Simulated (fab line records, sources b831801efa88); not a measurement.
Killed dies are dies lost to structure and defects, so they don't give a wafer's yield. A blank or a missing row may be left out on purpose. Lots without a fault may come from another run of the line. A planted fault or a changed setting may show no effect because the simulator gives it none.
Which tool did it? | flow sky130 | 12 lots, 36 wafers sampled, at 6 steps of a route of 708

WHAT THE GAUGES READ, wafer by wafer
SKY_LDD_N_TW_MEAS_17. Usual: LDD_N_TW 2602, standard deviation 31.
lot  | measured     | on            | LDD_N_TW       | flag
L439 | day 17 17:15 | film_metro-01 | 2627 2615 2627 |
L441 | day 19 03:26 | film_metro-02 | 2573 2572 2576 |
L443 | day 20 00:04 | film_metro-03 | 2604 2609 2585 |
L447 | day 20 22:13 | film_metro-03 | 2608 2593 2619 |
L448 | day 21 13:07 | film_metro-03 | 2600 2593 2592 |
L450 | day 22 06:07 | film_metro-01 | 2664 2644 2659 |
L453 | day 23 11:18 | film_metro-02 | 2549 2551 2574 |
L454 | day 23 22:35 | film_metro-01 | 2666 2641 2631 |
L455 | day 24 22:01 | film_metro-02 | 2577 2575 2559 |
L457 | day 24 22:37 | film_metro-01 | 2625 2638 2632 |
L460 | day 25 16:06 | film_metro-01 | 2649 2659 2631 |
L461 | day 25 20:44 | film_metro-03 | 2600 2592 2588 |

SKY_SD_P_OVL_MEAS_08. Usual: SD_P_OVL 0.1 nm, standard deviation 1.2.
lot  | measured     | on         | SD_P_OVL (nm)  | flag
L439 | day 25 10:01 | overlay-02 | -1.1 0.9 0.7   |
L441 | day 26 19:31 | overlay-02 | 1.3 -0.4 0.2   |
L443 | day 27 12:34 | overlay-02 | -0.3 -0.5 -1.9 |
L447 | day 28 10:19 | overlay-02 | -0.9 -0.8 0.4  |
L448 | day 29 00:28 | overlay-02 | 0.5 -1.5 0.5   |
L450 | day 29 15:20 | overlay-01 | -0.3 1.0 1.5   |
L453 | day 30 18:52 | overlay-02 | -1.5 -0.6 -0.5 |
L454 | day 31 04:53 | overlay-01 | 0.4 2.3 -0.1   |
L455 | day 32 04:43 | overlay-02 | 0.3 0.7 -2.0   |
L457 | day 32 05:17 | overlay-01 | -0.6 -0.1 -2.5 |
L460 | day 32 21:42 | overlay-01 | -0.1 -0.5 -0.4 |
L461 | day 33 01:53 | overlay-01 | -1.2 -1.4 -1.3 |

SKY_SD_N_TW_MEAS_12. Usual: SD_N_TW 4026, standard deviation 69.
lot  | measured     | on            | SD_N_TW        | flag
L439 | day 27 21:01 | film_metro-04 | 3907 3924 3911 |
L441 | day 29 06:25 | film_metro-02 | 3953 3951 3946 |
L443 | day 29 22:47 | film_metro-01 | 4100 4094 4087 |
L447 | day 30 18:51 | film_metro-01 | 4084 4065 4092 |
L448 | day 31 08:47 | film_metro-01 | 4097 4059 4069 |
L450 | day 31 23:59 | film_metro-02 | 3961 3971 3974 |
L453 | day 33 01:49 | film_metro-02 | 3975 3987 4005 |
L454 | day 33 12:07 | film_metro-04 | 3910 3926 3913 |
L455 | day 34 10:50 | film_metro-01 | 4098 4086 4097 |
L457 | day 34 11:44 | film_metro-02 | 3975 3979 3969 |
L460 | day 35 03:47 | film_metro-02 | 3992 3991 3988 |
L461 | day 35 08:10 | film_metro-01 | 4087 4071 4084 |

SKY_SD_N_RS_MEAS_16: measures by four-point-probe. Usual: SD_N_RS 68.56 ohm/sq, standard deviation 0.13.
lot  | measured     | on            | SD_N_RS (ohm/sq)  | flag
L439 | day 27 21:18 | film_metro-01 | 68.48 68.40 68.33 |
L441 | day 29 06:43 | film_metro-01 | 68.34 68.58 68.38 |
L443 | day 29 23:04 | film_metro-04 | 68.67 68.55 68.55 |
L447 | day 30 19:08 | film_metro-04 | 68.64 68.51 68.41 |
L448 | day 31 09:05 | film_metro-04 | 68.63 68.59 68.67 |
L450 | day 32 00:17 | film_metro-04 | 68.71 68.65 68.56 |
L453 | day 33 02:07 | film_metro-04 | 67.24 67.30 67.37 | OFF
L454 | day 33 12:25 | film_metro-04 | 68.63 68.56 68.64 |
L455 | day 34 11:07 | film_metro-02 | 67.23 67.12 67.12 | OFF
L457 | day 34 12:01 | film_metro-04 | 68.35 68.55 68.48 |
L460 | day 35 04:05 | film_metro-04 | 68.72 68.53 68.60 |
L461 | day 35 08:27 | film_metro-01 | 68.55 68.57 68.32 |

WHICH TOOL RAN EACH LOT (tool, then ch and the chambers of the sampled wafers, then the start)
lot  | SKY_SD_N_IMPLANT_09             | SKY_SD_N_STRIP_11
L439 | implanter-04 ch 0, day 27 20:37 | plasma_asher-04 ch 0,1, day 27 20:55
L441 | implanter-01 ch 0, day 29 06:01 | plasma_asher-03 ch 0,1, day 29 06:19
L443 | implanter-01 ch 0, day 29 22:23 | plasma_asher-04 ch 0,1, day 29 22:40
L447 | implanter-03 ch 0, day 30 18:27 | plasma_asher-03 ch 0,1, day 30 18:45
L448 | implanter-03 ch 0, day 31 08:23 | plasma_asher-03 ch 0,1, day 31 08:41
L450 | implanter-03 ch 0, day 31 23:35 | plasma_asher-03 ch 0,1, day 31 23:53
L453 | implanter-01 ch 0, day 33 01:26 | plasma_asher-03 ch 0,1, day 33 01:44
L454 | implanter-03 ch 0, day 33 11:44 | plasma_asher-04 ch 0,1, day 33 12:00
L455 | implanter-01 ch 0, day 34 10:26 | plasma_asher-04 ch 0,1, day 34 10:43
L457 | implanter-04 ch 0, day 34 11:20 | plasma_asher-01 ch 0, day 34 11:37
L460 | implanter-04 ch 0, day 35 03:23 | plasma_asher-01 ch 0, day 35 03:41
L461 | implanter-04 ch 0, day 35 07:46 | plasma_asher-04 ch 0,1, day 35 08:04
- SKY_SD_N_IMPLANT_09
- SKY_SD_N_STRIP_11: strips in O2/N2.

WHAT THE TOOLS THEMSELVES READ (means of the sampled wafers that have a number; where no wafer has one, the mark that the record gives instead)
SKY_SD_N_IMPLANT_09. Usual: end_station_pressure_torr 1.39e-05 Torr, standard deviation 1.6e-06; faraday_current_uA 12683, standard deviation 1400.
lot  | tool         | end_station_pressure_torr (Torr) | faraday_current_uA | flag
L439 | implanter-04 | 1.54e-05                         | 13824              |
L441 | implanter-01 | 1.25e-05                         | 11280              |
L443 | implanter-01 | 1.23e-05                         | 10859              |
L447 | implanter-03 | 1.59e-05                         | 13856              |
L448 | implanter-03 | 1.58e-05                         | 13858              |
L450 | implanter-03 | 1.56e-05                         | 14117              |
L453 | implanter-01 | 5.75e-05                         | 9641               | OFF
L454 | implanter-03 | 1.46e-05                         | 14094              |
L455 | implanter-01 | 5.37e-05                         | 9679               | OFF
L457 | implanter-04 | 1.46e-05                         | 13636              |
L460 | implanter-04 | 1.50e-05                         | 13734              |
L461 | implanter-04 | 1.47e-05                         | 13910              |

SKY_SD_N_STRIP_11. Usual: drypump_motor_current_A 5.6 A, standard deviation 0.51; oes_product_au 0.527 a.u., standard deviation 0.0044; strip_time_to_endpoint_s 22.53 s, standard deviation 0.044.
lot  | tool            | drypump_motor_current_A (A) | oes_product_au (a.u.) | strip_time_to_endpoint_s (s) | flag
L439 | plasma_asher-04 | 5.3                         | 0.520                 | 22.57                        |
L441 | plasma_asher-03 | 5.5                         | 0.526                 | 22.58                        |
L443 | plasma_asher-04 | 5.5                         | 0.520                 | 22.51                        |
L447 | plasma_asher-03 | 5.5                         | 0.526                 | 22.53                        |
L448 | plasma_asher-03 | 5.5                         | 0.532                 | 22.55                        |
L450 | plasma_asher-03 | 5.5                         | 0.526                 | 22.45                        |
L453 | plasma_asher-03 | 6.0                         | 0.520                 | 23.06                        | OFF
L454 | plasma_asher-04 | 5.5                         | 0.529                 | 22.52                        |
L455 | plasma_asher-04 | 5.3                         | 0.517                 | 23.20                        | OFF
L457 | plasma_asher-01 | 5.8                         | 0.524                 | 22.52                        |
L460 | plasma_asher-01 | 5.8                         | 0.527                 | 22.52                        |
L461 | plasma_asher-04 | 5.5                         | 0.529                 | 22.58                        |

THE ANSWER, worked out from the rows above alone
Rule: a lot is off if the mean of its wafers that have a number lies more than 3 standard deviations from the usual mean. A lot without any number at a reading at which 4 lots or more have one is off too. The other lots that the step has rows for count as sound. The gauges are gone through in route order, then the tools' own readings, and for those a lot's mean is taken as printed above. The first step at which some lot is off is used, and at that step the reading that is off furthest; a lot without a number counts as furthest.
Off: L453, L455, at SKY_SD_N_RS_MEAS_16 (SD_N_RS).
A tool fits if, at a process step before that reading, it ran every lot that is off, and no sound lot after the first of them. The gauges at SKY_SD_N_RS_MEAS_16 aren't tried: what is off there is off at SKY_SD_N_IMPLANT_09 too, on other tools, and a gauge's error can't cause that. One fits: implanter-01 at SKY_SD_N_IMPLANT_09. Its last sound lot is L443 (day 29 22:23), its first lot that is off L453 (day 33 01:26): a fault that began between those two fits.
The tool's own readings at SKY_SD_N_IMPLANT_09 bear it out: on the lots that are off they differ by more than 5 times the standard deviation of the sound lots' means. end_station_pressure_torr reads 5.56e-05 Torr there against 1.46e-05 Torr on the sound lots.

WHAT THE SIMULATOR HAD PUT IN
Process parameter drift: implanter-01, from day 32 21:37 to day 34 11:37, at SKY_SD_N_IMPLANT_09. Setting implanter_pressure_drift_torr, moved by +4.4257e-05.
Process parameter drift: implanter-01, from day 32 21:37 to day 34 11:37, at SKY_SD_N_IMPLANT_09. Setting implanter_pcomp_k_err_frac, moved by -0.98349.
Lots struck among those shown: L453, L455. The rule above found the same.
